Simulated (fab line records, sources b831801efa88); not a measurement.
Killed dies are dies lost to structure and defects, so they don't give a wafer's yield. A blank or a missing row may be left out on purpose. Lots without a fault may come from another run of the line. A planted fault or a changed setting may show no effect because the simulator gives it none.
fab line records | flow sfq_line
record lots=15 wafers=45 last_day=90
route steps=325 shown I3@133 I4@163
lots that met no fault: from a run of the same line without faults
start_h: hours from the record's first day to the start of the lot's first wafer shown | wait_h: hours since the lot's step before | " the same as in the row above | L1.1+2: a row that stands for several wafers | - no value, or no start given | * or withheld: withheld | < > ~ a bound
route shown NAME@n: a module of which the file shows steps, and the number in the route of the first | usual: mean/standard deviation of fault-free wafers | same: alike in all rows | chamber/n: place in a boat | sites: the reading at each site | _std_site: their standard deviation | _edge_site: outer sites' mean less inner sites' | radius_mm: how far each site lies from the wafer's centre | mask NAME#n: copy n | behind: the tool/chamber that last shaped the wafer | hold: why the lot was held/for how many hours/how that ended | device: the transistor (n, p or np) that didn't switch | end of line: the same wafers' tests at the end of the route | a step without rows: its recipe alone | killed: dies lost to structure and defects at the first sort, not the wafer's yield | map: a wafer's dies, x killed, . not, _ none there
set.NAME: the setting as run; set.NAME@STEP: as run at that earlier step | model.NAME: the simulator's own value behind a step, which no gauge read
steps of the route over a sample of lots; a table a step, a row a wafer
services: from which hour (start_h, from the record's first day; less than 0 if before it) a tool's chamber was out of use, for how many hours, and why
## steps
# step SFQ_TRILAYER_I3_DEP_PECVD_081
# recipe material=SiO2 temp_c=150 time_s=111.11 pressure_torr=2.4 rf_w=183.3 precursor=SiH4/N2O target_thk_nm=500
# usual heater_power_w=89/11 throttle_valve_pct=24.6/1.3
# columns lot.wafer tool chamber start_h wait_h heater_power_w throttle_valve_pct
L103.1 pecvd-04 1 721.99 0.0 75 25.3
L103.2 " 2 " " 84 24.5
L103.3 " 0 " " 85 26.1
L104.1 pecvd-04 2 760.82 0.0 73 24.5
L104.5 " 2 " " 75 24.6
L104.6 " 0 " " 71 26.1
L105.2 pecvd-02 1 784.91 0.0 93 24.0
L105.4 " 1 " " 97 24.4
L105.6 " 1 " " 103 24.6
L108.1 pecvd-03 0 915.43 0.0 98 24.0
L108.4 " 2 " " 88 23.2
L108.5 " 1 " " 100 25.7
L109.2 pecvd-04 0 919.03 0.0 81 26.2
L109.3 " 2 " " 70 24.4
L109.6 " 0 " " 84 26.3
L111.1 pecvd-02 2 1070.16 0.0 92 23.4
L111.4 " 1 " " 98 25.3
L111.5 " 0 " " 116 22.2
L112.3 pecvd-04 0 1071.36 0.0 84 26.5
L112.5 " 0 " " 86 26.3
L112.6 " 2 " " 87 24.5
L114.2 pecvd-04 0 1080.96 0.0 81 26.6
L114.3 " 2 " " 83 24.6
L114.4 " 1 " " 74 25.9
L115.2 pecvd-04 0 1090.82 0.0 78 26.4
L115.5 " 2 " " 80 24.3
L115.6 " 1 " " 73 25.8
L118.2 pecvd-03 0 1112.85 0.0 103 23.9
L118.4 " 2 " " 77 23.7
L118.6 " 0 " " 103 23.9
L119.1 pecvd-04 0 1114.05 0.0 76 26.3
L119.4 " 1 " " 88 25.6
L119.6 " 2 " " 70 24.5
L120.1 pecvd-03 0 1120.05 0.0 115 23.7
L120.4 " 0 " " 96 24.2
L120.5 " 1 " " 88 25.8
L121.1 pecvd-04 2 1123.65 0.0 84 24.4
L121.4 " 0 " " 86 26.3
L121.6 " 1 " " 84 25.9
L123.2 pecvd-02 1 1133.38 0.0 93 26.0
L123.4 " 2 " " 93 23.6
L123.5 " 0 " " 96 22.4
L124.2 pecvd-02 1 1138.18 0.0 98 25.5
L124.4 " 1 " " 85 25.9
L124.5 " 0 " " 108 22.7
# step SFQ_TRILAYER_I3_VIA_STRIP_STRIP_089
# recipe gas=O2 power_w=200 platen_temp_c=40 overash_fraction=0.65 chemistry=O2 pressure_mtorr=50
# usual drypump_motor_current_A=5.5/0.51 oes_product_au=0.999/0.0099
# columns lot.wafer tool chamber start_h wait_h drypump_motor_current_A oes_product_au rf_hours_counter_h
L103.1 rie_metal-01 0 906.73 - 5.1 0.988 69
L103.2 " 1 " " 6.6 1.001 46
L103.3 " 0 " " 5.1 0.988 -
L104.1 rie_metal-03 1 938.26 - 5.3 0.986 58
L104.5 " 1 " " 5.2 0.983 -
L104.6 " 0 " " 5.1 1.002 -
L105.2 rie_metal-04 1 963.46 - 5.8 1.002 103
L105.4 " 1 " " 5.9 1.001 -
L105.6 " 0 " " 5.7 1.015 -
L108.1 rie_metal-04 0 1066.95 - 5.7 1.012 79
L108.4 " 1 " " 5.9 0.992 -
L108.5 " 0 " " 5.7 1.010 -
L109.2 rie_metal-03 1 1068.28 - 5.3 0.994 79
L109.3 " 1 " " 5.3 0.990 -
L109.6 " 0 " " 5.1 1.005 -
L111.1 rie_metal-01 1 1094.47 - 6.6 0.989 76
L111.4 " 0 " " 5.1 1.009 -
L111.5 " 0 " " 5.1 1.015 -
L112.3 rie_metal-01 1 1097.13 - 6.6 1.002 -
L112.5 " 1 " " 6.7 0.988 -
L112.6 " 0 " " 5.1 1.006 -
L114.2 rie_metal-03 0 1204.79 - 5.1 1.003 118
L114.3 " 0 " " 5.1 0.995 -
L114.4 " 1 " " 5.2 0.999 -
L115.2 rie_metal-03 1 1216.92 - 5.2 0.990 -
L115.5 " 1 " " 5.3 0.996 -
L115.6 " 1 " " 5.3 0.991 -
L118.2 rie_metal-03 1 1257.60 - 5.3 0.988 114
L118.4 " 1 " " 5.2 0.976 -
L118.6 " 0 " " 5.1 0.986 -
L119.1 rie_metal-03 1 1262.32 - 5.2 0.990 115
L119.4 " 1 " " 5.3 0.983 -
L119.6 " 1 " " 5.3 0.990 -
L120.1 rie_metal-01 1 1267.12 - 6.7 0.993 103
L120.4 " 0 " " 5.1 0.988 -
L120.5 " 0 " " 5.1 0.998 -
L121.1 rie_metal-03 1 1270.72 - 5.3 0.989 116
L121.4 " 0 " " 5.1 1.006 -
L121.6 " 0 " " 5.1 1.003 -
L123.2 rie_metal-03 1 1279.12 - 5.3 0.993 117
L123.4 " 1 " " 5.2 0.989 -
L123.5 " 1 " " 5.3 1.002 -
L124.2 rie_metal-03 0 1281.52 - 5.1 1.011 127
L124.4 " 0 " " 5.1 1.014 -
L124.5 " 0 " " 5.1 0.996 -
# step SFQ_TRILAYER_I4_DEP_PECVD_099
# recipe material=SiO2 temp_c=150 time_s=111.11 pressure_torr=2.4 rf_w=183.3 precursor=SiH4/N2O target_thk_nm=500
# usual heater_power_w=88/13 throttle_valve_pct=24.1/1.2
# columns lot.wafer tool chamber start_h wait_h heater_power_w throttle_valve_pct
L103.1 pecvd-01 0 1057.14 0.0 62 23.8
L103.2 " 1 " " 98 23.4
L103.3 " 2 " " 101 22.8
L104.1 pecvd-03 0 1084.56 0.0 115 24.1
L104.5 " 2 " " 87 23.7
L104.6 " 0 " " 115 24.2
L105.2 pecvd-04 0 1087.05 0.0 82 26.5
L105.4 " 0 " " 84 26.4
L105.6 " 1 " " 85 25.6
L108.1 pecvd-03 2 1090.47 0.0 75 23.8
L108.4 " 1 " " 97 25.9
L108.5 " 0 " " 113 23.8
L109.2 pecvd-01 0 1091.67 0.0 75 23.9
L109.3 " 2 " " 108 22.9
L109.6 " 1 " " 85 23.3
L111.1 pecvd-01 0 1105.65 0.0 70 23.9
L111.4 " 1 " " 98 23.5
L111.5 " 0 " " 71 23.6
L112.3 pecvd-04 1 1106.85 0.0 85 25.6
L112.5 " 2 " " 84 24.7
L112.6 " 0 " " 80 26.1
L114.2 pecvd-03 1 1209.91 0.0 100 26.2
L114.3 " 2 " " 86 24.0
L114.4 " 0 " " 111 24.0
L115.2 pecvd-04 2 1330.95 0.0 82 22.7
L115.5 " 1 " " 90 21.6
L115.6 " 2 " " 85 22.7
L118.2 pecvd-04 2 1389.88 0.0 78 22.9
L118.4 " 1 " " 88 22.0
L118.6 " 2 " " 81 23.3
L119.1 pecvd-03 1 1392.25 0.0 95 25.9
L119.4 " 1 " " 103 26.0
L119.6 " 0 " " 105 24.1
L120.1 pecvd-01 2 1399.69 0.0 94 23.5
L120.4 " 1 " " 95 23.9
L120.5 " 0 " " 75 24.6
L121.1 pecvd-04 2 1403.05 0.0 86 22.9
L121.4 " 1 " " 85 21.9
L121.6 " 2 " " 90 23.3
L123.2 pecvd-03 1 1410.25 0.0 98 26.2
L123.4 " 2 " " 80 23.9
L123.5 " 0 " " 96 24.1
L124.2 pecvd-01 1 1412.65 0.0 101 24.2
L124.4 " 1 " " 86 24.1
L124.5 " 2 " " 108 23.5
# step SFQ_TRILAYER_I4_CMP_CMP_100
# recipe material=SiO2 down_force_psi=3 platen_rpm=60 pad_velocity_m_s=0.94248
# usual motor_current_A=10.2/1.2 time_to_endpoint_s=215/8.1
# columns lot.wafer tool chamber start_h wait_h motor_current_A time_to_endpoint_s
L103.3 cmp-01 3 1070.74 13.6 9.9 214
L103.2 " 0 " " 9.2 214
L103.1 " 1 " " 9.9 197
L104.1 cmp-01 1 1101.74 17.1 10.0 214
L104.5 " 0 1103.24 18.6 9.1 227
L104.6 " 1 " " 10.0 219
L105.4 cmp-02 1 1105.73 18.6 12.5 214
L105.2 " 2 " " 9.3 204
L105.6 " 0 1107.23 20.1 10.4 219
L108.4 cmp-01 0 1113.74 23.2 8.9 221
L108.1 " 2 1114.74 24.2 10.1 211
L108.5 " 3 " " 10.6 225
L109.3 cmp-01 3 1117.24 25.5 9.9 220
L109.2 " 0 " " 8.4 216
L109.6 " 2 1118.74 27.0 9.4 212
L111.4 cmp-02 1 1135.23 29.5 12.9 218
L111.1 " 3 1136.23 30.5 12.1 198
L111.5 " 1 1137.23 31.5 12.6 207
L112.3 cmp-02 1 1137.73 30.8 12.6 205
L112.6 " 1 1139.73 32.8 12.7 212
L112.5 " 2 " " 9.3 212
L114.3 cmp-01 0 1209.99 0.0 8.7 217
L114.2 " 2 1210.99 1.0 10.1 196
L114.4 " 3 " " 10.8 214
L115.2 cmp-01 1 1331.53 0.5 9.9 204
L115.6 " 0 1333.03 2.0 8.7 221
L115.5 " 1 " " 10.0 208
L118.4 cmp-02 1 1390.96 1.0 13.7 200
L118.2 " 2 " " 9.8 194
L118.6 " 3 " " 12.0 217
L119.4 cmp-02 1 1392.96 0.6 12.9 198
L119.1 " 0 1394.46 2.2 10.3 213
L119.6 " 1 " " 13.2 220
L120.4 cmp-01 2 1400.27 0.5 10.2 209
L120.1 " 3 " " 10.5 211
L120.5 " 1 1401.77 2.0 10.2 204
L121.1 cmp-02 1 1403.33 0.2 12.4 206
L121.4 " 2 " " 9.4 207
L121.6 " 1 1405.33 2.2 13.2 226
L123.2 cmp-01 3 1412.27 2.0 11.0 219
L123.4 " 0 " " 8.4 236
L123.5 " 2 1413.77 3.4 9.6 219
L124.2 cmp-01 0 1414.77 2.1 9.1 223
L124.4 " 2 1415.77 3.0 9.7 210
L124.5 " 1 1417.27 4.5 9.9 202
# step SFQ_TRILAYER_I4_METRO_MEASURE_101
# usual thk_nm=200.2/1.2
# columns lot.wafer tool chamber start_h wait_h thk_nm
L103.1 film_metro-01 - 1073.36 0.1 199.0
L103.2 " - " " 200.5
L103.3 " - " " 199.6
L104.1 film_metro-01 - 1104.36 0.1 199.3
L104.5 " - " " 202.3
L104.6 " - " " 199.9
L105.2 film_metro-02 - 1108.05 0.3 197.6
L105.4 " - " " 199.8
L105.6 " - " " 199.9
L108.1 film_metro-03 - 1116.36 0.1 197.9
L108.4 " - " " 200.2
L108.5 " - " " 200.1
L109.2 film_metro-03 - 1119.56 0.3 199.9
L109.3 " - " " 200.9
L109.6 " - " " 198.4
L111.1 film_metro-01 - 1137.85 0.1 199.7
L111.4 " - " " 199.2
L111.5 " - " " 197.7
L112.3 film_metro-01 - 1141.25 0.5 199.5
L112.5 " - " " 199.3
L112.6 " - " " 199.4
L114.2 film_metro-01 - 1213.31 0.3 198.0
L114.3 " - " " 201.1
L114.4 " - " " 201.0
L115.2 film_metro-01 - 1334.35 0.3 200.6
L115.5 " - " " 200.6
L115.6 " - " " 201.6
L118.2 film_metro-02 - 1393.28 0.3 220.0
L118.4 " - " " 220.9
L118.6 " - " " 199.8
L119.1 film_metro-01 - 1396.08 0.1 221.9
L119.4 " - " " 220.3
L119.6 " - " " 201.4
L120.1 film_metro-03 - 1402.89 0.1 200.7
L120.4 " - " " 199.9
L120.5 " - " " 200.0
L121.1 film_metro-01 - 1406.45 0.1 220.9
L121.4 " - " " 219.2
L121.6 " - " " 201.0
L123.2 film_metro-03 - 1415.09 0.3 198.8
L123.4 " - " " 200.6
L123.5 " - " " 198.7
L124.2 film_metro-03 - 1418.09 0.3 202.3
L124.4 " - " " 200.6
L124.5 " - " " 200.6
# step SFQ_TRILAYER_I4_VIA_ETCH_VIA_ETCH_106
# recipe target=SiO2 stop_on=Nb mask_material=PR taper_deg=20 chemistry=CHF3 target_depth_nm=260 source_w=500 bias_w=80 pressure_mtorr=30 time_s=withheld
# usual drypump_motor_current_A=5.7/0.38 oes_product_au=0.855/0.0053
# columns lot.wafer tool chamber start_h wait_h drypump_motor_current_A oes_product_au
L103.1 rie_diel-02 0 1191.39 0.0 5.6 0.850
L103.2 " 3 " " 5.7 0.851
L103.3 " 1 " " 4.9 0.850
L104.1 rie_diel-02 3 1208.28 0.0 5.8 0.854
L104.5 " 3 " " 5.8 0.854
L104.6 " 0 " " 5.6 0.859
L105.2 rie_diel-01 0 1210.68 0.0 5.4 0.847
L105.4 " 3 " " 5.2 0.852
L105.6 " 2 " " 6.0 0.852
L108.1 rie_diel-01 1 1217.68 0.0 5.8 0.848
L108.4 " 0 " " 5.4 0.852
L108.5 " 2 " " 6.0 0.857
L109.2 rie_diel-04 2 1218.88 0.0 6.0 0.859
L109.3 " 3 " " 6.2 0.858
L109.6 " 2 " " 6.0 0.853
L111.1 rie_diel-01 3 1221.28 0.0 5.1 0.855
L111.4 " 0 " " 5.4 0.861
L111.5 " 1 " " 5.8 0.848
L112.3 rie_diel-04 2 1222.48 0.0 6.0 0.858
L112.5 " 1 " " 5.8 0.852
L112.6 " 0 " " 6.2 0.862
L114.2 rie_diel-02 3 1230.43 0.0 5.8 0.848
L114.3 " 2 " " 5.8 0.857
L114.4 " 0 " " 5.5 0.854
L115.2 rie_diel-01 2 1345.13 0.0 6.0 0.861
L115.5 " 1 " " 5.8 0.860
L115.6 " 2 " " 6.0 0.863
L118.2 rie_diel-01 2 1396.60 0.0 6.0 0.898
L118.4 " 3 " " 5.2 0.899
L118.6 " 3 " " 5.2 0.852
L119.1 rie_diel-04 0 1399.73 0.0 6.2 0.916
L119.4 " 3 " " 6.2 0.909
L119.6 " 0 " " 6.1 0.860
L120.1 rie_diel-04 3 1407.57 0.0 6.2 0.851
L120.4 " 1 " " 5.7 0.856
L120.5 " 3 " " 6.2 0.857
L121.1 rie_diel-01 1 1410.66 0.0 5.8 0.902
L121.4 " 2 " " 6.0 0.902
L121.6 " 2 " " 6.0 0.856
L123.2 rie_diel-01 1 1418.85 0.0 5.8 0.855
L123.4 " 0 " " 5.4 0.852
L123.5 " 1 " " 5.8 0.853
L124.2 rie_diel-02 2 1422.61 0.0 5.8 0.858
L124.4 " 3 " " 5.8 0.857
L124.5 " 2 " " 5.8 0.845
## services
# columns tool chamber start_h hours kind
cmp-01 - 719.83 28.4 pm
cmp-01 - 748.78 1.2 repair
cmp-01 - 751.27 4.0 pm
pecvd-04 0 763.28 2.3 repair
rie_metal-03 - 775.99 1.6 repair
rie_metal-03 - 786.71 14.6 pm
cmp-01 - 809.50 6.6 pm
rie_metal-03 1 836.29 15.4 repair
cmp-01 - 837.85 0.6 repair
cmp-01 - 886.31 4.0 pm
cmp-01 - 890.49 5.2 repair
cmp-01 - 895.38 0.4 repair
rie_metal-03 - 911.19 1.9 repair
cmp-01 - 930.39 0.2 repair
cmp-01 - 967.68 6.0 repair
pecvd-04 - 994.07 5.5 pm
pecvd-04 - 1048.19 2.8 pm
cmp-01 - 1094.24 4.0 pm
pecvd-04 - 1150.89 0.8 repair
pecvd-04 - 1159.10 1.5 repair
pecvd-04 2 1207.42 16.9 repair
pecvd-04 - 1316.75 14.0 pm
pecvd-04 - 1373.08 4.9 repair
pecvd-04 2 1408.97 10.7 repair
## key
first_sign step=SFQ_TRILAYER_I4_CMP_CMP_100 reading=time_to_endpoint_s direction=down sigmas=1.5 usual=* struck=*
effect step=SFQ_TRILAYER_I4_METRO_MEASURE_101 reading=thk_nm direction=up sigmas=16 usual=200.2 struck=220.5
effect step=SFQ_TRILAYER_I4_VIA_ETCH_VIA_ETCH_106 reading=oes_product_au direction=up sigmas=9.2 usual=0.855 struck=0.904
met_at SFQ_TRILAYER_I4_CMP_CMP_100
struck_lots L118,L119,L121
struck_wafers L118.2,L118.4,L119.1,L119.4,L121.1,L121.4
not_acting_at SFQ_TRILAYER_I3_DEP_PECVD_081,SFQ_TRILAYER_I3_VIA_STRIP_STRIP_089,SFQ_TRILAYER_I4_DEP_PECVD_099
fault kind=process_parameter_drift tool=cmp-02 chamber=- onset_h=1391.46 steps=SFQ_TRILAYER_I4_CMP_CMP_100 channel=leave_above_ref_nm offset=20 shape=step end_h=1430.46 scope=struck_wafers_only acts_in=these_recipes_only stated=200
